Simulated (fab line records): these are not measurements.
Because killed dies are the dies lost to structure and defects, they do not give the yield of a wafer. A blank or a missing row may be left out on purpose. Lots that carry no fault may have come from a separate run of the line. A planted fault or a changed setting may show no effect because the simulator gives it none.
Struck lot and sound lot, side by side || flow sky130 || 24 steps out of a route of 708
Sound: wafers L408.1, L408.2, L408.5. The struck wafers were L418.2, L418.5, L418.6. At the end, the cause is stated.
Order at every step that has rows: each side's tool, ch and its chambers, its first start. Under that, the readings that differ: sound wafers || struck wafers || difference of the means || sigmas: that difference in standard deviations of wafers without a fault.
alike: readings with means less than 2 such deviations apart, plus words and numbers identical on both sides. not compared: withheld readings, readings lacking a value on some wafer, bounds such as >300 that could conceal the same value, and numbers that have no deviation in the record and whose values overlap.
Wherever a step has rows on one side only, a row that says differs or no value, or a row with sigmas, the two part there. Numbers that don't overlap but have no deviation are shown without sigmas and don't part them. A reading that every wafer of one side lacks parts them only if that side has two wafers or more.

first, 2 steps without rows for these wafers: SKY_POLY_GATE_CLEAN_19 (cleans in SC1/SC2, time 150 s); SKY_POLY_GATE_OXIDATION_20 (stabilise 600 s, purge 300 s, target thk 4 nm).
SKY_POLY_GATE_THK_MEAS_21:
  struck on film-metro-04, day 21 21:02; sound on film-metro-03, day 18 15:11
  alike: POLY_GATE_OXIDATION_THK
SKY_POLY_GATE_CD_MEAS_22:
  struck on cd-sem-01, day 21 21:07; sound on cd-sem-01, day 18 15:14
  alike: cd-nm
then, 7 steps without rows for these wafers: SKY_LDD_N_DEHYDRATE_00 (time 60 s); SKY_LDD_N_HMDS_01 (prime time 60 s); SKY_LDD_N_COAT_02 (resist thk 300 nm); SKY_LDD_N_SOFTBAKE_03 (time 60 s); SKY_LDD_N_EXPOSE_04 (exposes mask NTM, target cd 840 nm); SKY_LDD_N_PEB_05; SKY_LDD_N_DEVELOP_06 (develop time 60 s).
SKY_LDD_N_OVL_MEAS_07:
  struck on overlay-02, day 23 02:41; sound on overlay-02, day 19 21:40
  alike: LDD_N_OVL
SKY_LDD_N_IMPLANT_08:
  sound on implanter-02 ch 0, day 19 21:41; struck on implanter-04 ch 0, day 23 02:44
{"reading": "beam-on-s (s)", "sound": "10.27 10.09 10.09", "struck": "86.44 85.28 88.23", "difference": "+76.50", "sigmas": "+99 or more"}
{"reading": "dose-ions-cm2", "sound": "7.497e+13 7.492e+13 7.497e+13", "struck": "9.3376e+14 9.3379e+14 9.3375e+14", "difference": "+8.5881e+14", "sigmas": "+99 or more"}
{"reading": "faraday-current-uA", "sound": "410 420 418", "struck": "608 618 596", "difference": "+191", "sigmas": "+19"}
then, 7 steps without rows for these wafers: SKY_LDD_N_IMPLANT_09; SKY_LDD_N_IMPLANT_10; SKY_LDD_N_IMPLANT_11; SKY_LDD_N_IMPLANT_12; SKY_LDD_N_IMPLANT_13; SKY_LDD_N_IMPLANT_14; SKY_LDD_N_IMPLANT_15.
SKY_LDD_N_STRIP_16: strips in O2/N2.
  sound on plasma-asher-01 ch 0,1, day 19 22:53; struck on plasma-asher-02 ch 0,1, day 23 03:55
{"reading": "strip-time-to-endpoint-s (s)", "sound": "4.301 4.311 4.304", "struck": "5.983 5.980 5.958", "difference": "+1.668", "sigmas": "+99 or more"}
  alike: drypump-motor-current-A, oes-product-au
  not compared: rf-hours-counter-h
SKY_LDD_N_TW_MEAS_17:
  struck on film-metro-03, day 23 04:01; sound on film-metro-03, day 19 22:59
{"reading": "LDD_N_TW", "sound": "2626 2637 2630", "struck": "3076 3097 3092", "difference": "+457", "sigmas": "+16"}
then, 1 step without rows for these wafers: SKY_LDD_P_DEHYDRATE_00 (time 60 s).
-- the record jumps here: 26 days lie between the struck wafers' starts before and after (it left off in module LDD_P and takes up again in module PAD_OPEN, whose first step shown is number 708 of the route) --
SKY_PAD_OPEN_PROBE_99:
  struck on prober-01, day 49 07:44; sound on prober-01, day 47 08:01
{"reading": "model.etest.tip-n.rs-ohm-sq", "sound": "444.6 443.8 440.6", "struck": "230.4 230.9 231.8", "difference": -212.0, "sigmas": ""}
{"reading": "model.etest.nfet_01v8.r-on-ohm-um", "sound": "872.5 864.4 850", "struck": "749.8 764.4 743.3", "difference": -109.8, "sigmas": ""}
{"reading": "model.etest.nfet_01v8_lvt.drive-ua-um", "sound": "550.3 553 556.7", "struck": "658.1 643.9 660", "difference": "+100.7", "sigmas": ""}
{"reading": "model.etest.nfet_01v8_turned.drive-ua-um", "sound": "483.9 484.7 492.8", "struck": "589.1 568.8 590.7", "difference": "+95.7", "sigmas": ""}
{"reading": "model.etest.nfet_01v8.drive-ua-um", "sound": "481.1 482.9 487.8", "struck": "586.9 566.4 582.6", "difference": "+94.7", "sigmas": ""}
{"reading": "model.etest.sram-nfet-pass.drive-ua-um", "sound": "444.6 476.2 473.2", "struck": "568.7 562.2 578", "difference": "+105.0", "sigmas": ""}
{"reading": "model.etest.nfet_01v8_swapped.drive-ua-um", "sound": "481.2 486 489.5", "struck": "560.8 547.6 565.2", "difference": "+72.3", "sigmas": ""}
{"reading": "model.etest.licon-ndiff.rc-ohm", "sound": "186.4 184.4 181.8", "struck": "179.3 170.2 171.2", "difference": -10.6, "sigmas": ""}
  alike: killed_at_M0_to_M3, killed_at_M4_up, killed-at-contacts, killed-at-front-end, killed-at-other, killed-dies, killed-open, killed-short

WHERE THEY PART
Last at SKY_LDD_N_TW_MEAS_17 as far as this record goes, first at SKY_LDD_N_IMPLANT_08. Later steps at which nothing parts them and some readings are alike: SKY_PAD_OPEN_PROBE_99.

WHY: whatever the simulator had introduced
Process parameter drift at SKY_LDD_N_IMPLANT_08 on implanter-04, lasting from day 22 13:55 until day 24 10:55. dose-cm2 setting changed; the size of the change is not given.
